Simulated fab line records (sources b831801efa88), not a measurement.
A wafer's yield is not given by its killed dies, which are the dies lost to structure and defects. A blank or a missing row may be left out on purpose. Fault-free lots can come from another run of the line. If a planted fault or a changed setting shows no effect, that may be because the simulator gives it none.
What tool caused it? :: flow sky130 :: 7 lots with 21 wafers sampled at 2 steps, on a route of 708 steps

## WHAT THE GAUGES SHOWED, per wafer
SKY_VIA2_OVL_MEAS_13.
lot: L670
measured: day 37 18:12
on: overlay-02
VIA2_OVL (nm): -1 -9 -6

lot: L672
measured: day 38 06:46
on: overlay-02
VIA2_OVL (nm): -8 2 -6

lot: L675
measured: day 39 12:52
on: overlay-02
VIA2_OVL (nm): -3 1 -1

lot: L678
measured: day 40 04:42
on: overlay-01
VIA2_OVL (nm): -2 2 2

lot: L680
measured: day 40 20:10
on: overlay-02
VIA2_OVL (nm): -2 -11 -2

lot: L684
measured: day 41 23:16
on: overlay-02
VIA2_OVL (nm): 23 24 18

lot: L689
measured: day 42 21:21
on: overlay-01
VIA2_OVL (nm): 3 -4 2

## WHICH TOOL RAN EACH LOT (tool, then ch and the chambers of the sampled wafers, then the start)
lot: L670
SKY_VIA2_EXPOSE_09: krf scanner-01 ch 0, day 37 06:02

lot: L672
SKY_VIA2_EXPOSE_09: krf scanner-01 ch 0, day 37 18:22

lot: L675
SKY_VIA2_EXPOSE_09: krf scanner-01 ch 0, day 39 00:39

lot: L678
SKY_VIA2_EXPOSE_09: krf scanner-01 ch 0, day 39 17:13

lot: L680
SKY_VIA2_EXPOSE_09: krf scanner-01 ch 0, day 40 08:13

lot: L684
SKY_VIA2_EXPOSE_09: krf scanner-02 ch 0, day 41 11:36

lot: L689
SKY_VIA2_EXPOSE_09: krf scanner-01 ch 0, day 42 09:29
- SKY_VIA2_EXPOSE_09: exposes mask VIM2, target cd 200 nm.

## THE ANSWER, worked out from the rows above alone
Rule: usual is defined by the lots themselves. Put in order of their means at a reading, lots are off if they are a third of the lots or fewer, leave a main group of 4 or more, and stand apart from it by a gap of 3 or more times the standard deviation of the main group's means; of several such gaps the widest counts. Not used: any main group whose means are identical at the precision the tables above print for the reading. A lot without any number at a reading at which 4 lots or more have one is off too. Where the step has rows for the other lots, those lots are counted as sound.
Off: L684, at SKY_VIA2_OVL_MEAS_13 (VIA2_OVL). The main group: mean -2 nm, standard deviation 2.5.
A tool fits if, at a process step before that reading, it ran every lot that is off, and no sound lot after the first of them. The gauges at SKY_VIA2_OVL_MEAS_13 are tried like those tools. Can't be told from this: 2 tools fit, krf scanner-02 at SKY_VIA2_EXPOSE_09, overlay-02 at SKY_VIA2_OVL_MEAS_13.

## WHAT THE SIMULATOR HAD INSERTED
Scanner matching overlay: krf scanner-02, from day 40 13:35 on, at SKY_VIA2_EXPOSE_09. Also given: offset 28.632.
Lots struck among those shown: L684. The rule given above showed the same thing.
